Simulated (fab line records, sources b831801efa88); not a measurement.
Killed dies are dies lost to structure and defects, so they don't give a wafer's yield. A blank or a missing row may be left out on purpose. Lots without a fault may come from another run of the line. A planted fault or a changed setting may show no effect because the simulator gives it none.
A struck lot beside a sound one | flow sky130 | 30 steps out of a route of 708
Sound: wafers L559.2, L559.4, L559.5. Struck: wafers L564.2, L564.4, L564.6. The cause comes at the end.
At each step with rows: each side's tool, then ch and its chambers, then its first start. Under that, the readings that differ: sound wafers | struck wafers | difference of the means | sigmas: that difference in standard deviations of wafers without a fault.
alike: readings whose means differ by less than 2 such deviations, and words and numbers that are the same on both sides. not compared: withheld readings, readings that some wafer has no value for, bounds like >300 that may hide the same value, and numbers for which the record gives no deviation and whose values overlap.
The two part at a step that has a row with sigmas, a row that says differs or no value, or rows on one side only. Numbers that don't overlap but have no deviation are shown without sigmas and don't part them. A reading that every wafer of one side lacks parts them only if that side has two wafers or more.

SKY_PWDE_STRIP_09: strips in O2/N2.
  sound on plasma_asher-02 ch 0,1, day 5 00:10; struck on plasma_asher-04 ch 0,1, day 6 08:07
  alike: drypump_motor_current_A, oes_product_au, strip_time_to_endpoint_s
  not compared: rf_hours_counter_h
SKY_PWDE_TW_MEAS_10:
  sound on film_metro-03, day 5 00:17; struck on film_metro-03, day 6 08:14
  alike: PWDE_TW
then, 7 steps without rows for these wafers: SKY_NWELL_DEHYDRATE_03 (time 60 s); SKY_NWELL_HMDS_04 (prime time 60 s); SKY_NWELL_COAT_05 (resist thk 3000 nm); SKY_NWELL_SOFTBAKE_06; SKY_NWELL_EXPOSE_07 (exposes mask NWM, target cd 840 nm); SKY_NWELL_PEB_08; SKY_NWELL_DEVELOP_09 (develop time 60 s).
SKY_NWELL_OVL_MEAS_10:
  sound on overlay-01, day 5 17:59; struck on overlay-02, day 7 03:32
  alike: NWELL_00_OVL
then, 2 steps without rows for these wafers: SKY_NWELL_IMPLANT_11; SKY_NWELL_IMPLANT_12.
SKY_NWELL_IMPLANT_13:
  sound on implanter-02 ch 0, day 5 18:20; struck on implanter-02 ch 0, day 7 04:00
  reading            | sound                         | struck                        | difference | sigmas
  dose_ions_cm2      | 7.005e+11 7.006e+11 6.998e+11 | 4.293e+11 4.284e+11 4.281e+11 | -2.717e+11 | -99 or more
  faraday_current_uA | 3.97 3.94 4.01                | 2.40 2.39 2.38                | -1.58      | -20
  alike: beam_energy_keV
SKY_NWELL_STRIP_14: strips in O2/N2.
  sound on plasma_asher-03 ch 0,1, day 5 18:28; struck on plasma_asher-03 ch 0,1, day 7 04:07
  alike: drypump_motor_current_A, oes_product_au, strip_time_to_endpoint_s
  not compared: rf_hours_counter_h
SKY_NWELL_TW_MEAS_15:
  sound on film_metro-03, day 5 18:34; struck on film_metro-03, day 7 04:14
  alike: NWELL_TW
then, 7 steps without rows for these wafers: SKY_NWELL_DEHYDRATE_16 (time 60 s); SKY_NWELL_HMDS_17 (prime time 60 s); SKY_NWELL_COAT_18 (resist thk 3000 nm); SKY_NWELL_SOFTBAKE_19; SKY_NWELL_EXPOSE_20 (exposes mask NWM COMPLEMENT, target cd 840 nm); SKY_NWELL_PEB_21; SKY_NWELL_DEVELOP_22 (develop time 60 s).
SKY_NWELL_OVL_MEAS_23:
  sound on overlay-01, day 6 13:44; struck on overlay-02, day 7 23:54
  alike: NWELL_01_OVL
then, 1 step without rows for these wafers: SKY_NWELL_IMPLANT_24.
SKY_NWELL_STRIP_25: strips in O2/N2.
  sound on plasma_asher-03 ch 0,1, day 6 13:55; struck on plasma_asher-04 ch 0, day 8 00:05
  reading                     | sound       | struck      | difference | sigmas
  drypump_motor_current_A (A) | 6.5 6.5 6.1 | 5.0 5.0 5.0 | -1.4       | -3
  alike: oes_product_au, strip_time_to_endpoint_s
  not compared: rf_hours_counter_h
SKY_NWELL_TW_MEAS_26:
  sound on film_metro-04, day 6 14:01; struck on film_metro-03, day 8 00:11
  alike: NWELL_2_TW
then, 1 step without rows for these wafers: SKY_NWELL_CLEAN_27 (cleans in SC1/SC2, time 150 s).
SKY_NWELL_RTA_28: time 30 s.
  sound on rtp_anneal-02 ch 0, day 6 14:08; struck on rtp_anneal-02 ch 0, day 8 00:19
  alike: lamp_power_pct, wafer_temp_C_max
SKY_NWELL_RS_MEAS_29: measures by four-point-probe.
  sound on film_metro-03, day 6 14:14; struck on film_metro-02, day 8 00:25
  reading           | sound             | struck            | difference | sigmas
  NWELL_RS (ohm/sq) | 626.7 625.7 625.8 | 632.4 631.4 630.9 | +5.5       | +3
-- the record jumps here: 40 days lie between the struck wafers' starts before and after (it left off in module NWELL and takes up again in module PAD_OPEN, whose first step shown is number 708 of the route) --
SKY_PAD_OPEN_PROBE_99:
  sound on prober-02, day 47 00:22; struck on prober-01, day 48 09:21
  reading                                   | sound                       | struck                        | difference | sigmas
  model.etest.nfet_16v.r_on_ohm_um          | 1.4e+04 1.379e+04 1.389e+04 | 1.432e+04 1.436e+04 1.439e+04 | +4.633e+02 |
  model.etest.pfet_g5v0d10v5.r_on_ohm_um    | 4725 4692 4771              | 4588 4592 4601                | -136       |
  model.etest.tip_p_5v.rs_ohm_sq            | 2856 2868 2865              | 2782 2797 2800                | -70        |
  model.etest.pfet_g5v0d10v5.drive_ua_um    | 343.1 343.7 339.4           | 354.2 357.4 355.1             | +13.5      |
  model.etest.pfet_01v8_lvt.drive_ua_um     | 173.5 174.8 176.2           | 187.1 186.1 184.7             | +11.1      |
  model.etest.pfet_g5v0d10v5.off_log10_a_um | -12.52 -12.27 -12.67        | -10.91 -10.91 -10.7           | +1.65      |
  model.etest.pfet_01v8_lvt.off_log10_a_um  | -8.979 -8.884 -8.893        | -7.675 -7.766 -7.854          | +1.154     |
  model.etest.pfet_g5v0d10v5.vt_sat_v (V)   | -0.6377 -0.629 -0.6444      | -0.4774 -0.4739 -0.4652       | +0.1649    |
  alike: killed_at_M0_to_M3, killed_at_M4_up, killed_at_contacts, killed_at_front_end, killed_at_other, killed_dies, killed_open, killed_short

WHERE THEY PART
First at SKY_NWELL_IMPLANT_13; last, within this record, at SKY_NWELL_RS_MEAS_29. Later steps at which nothing parts them and some readings are alike: SKY_PAD_OPEN_PROBE_99.

WHY: what the simulator had put in
Process parameter drift: implanter-02, from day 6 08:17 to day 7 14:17, at SKY_NWELL_IMPLANT_13. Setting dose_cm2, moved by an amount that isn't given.
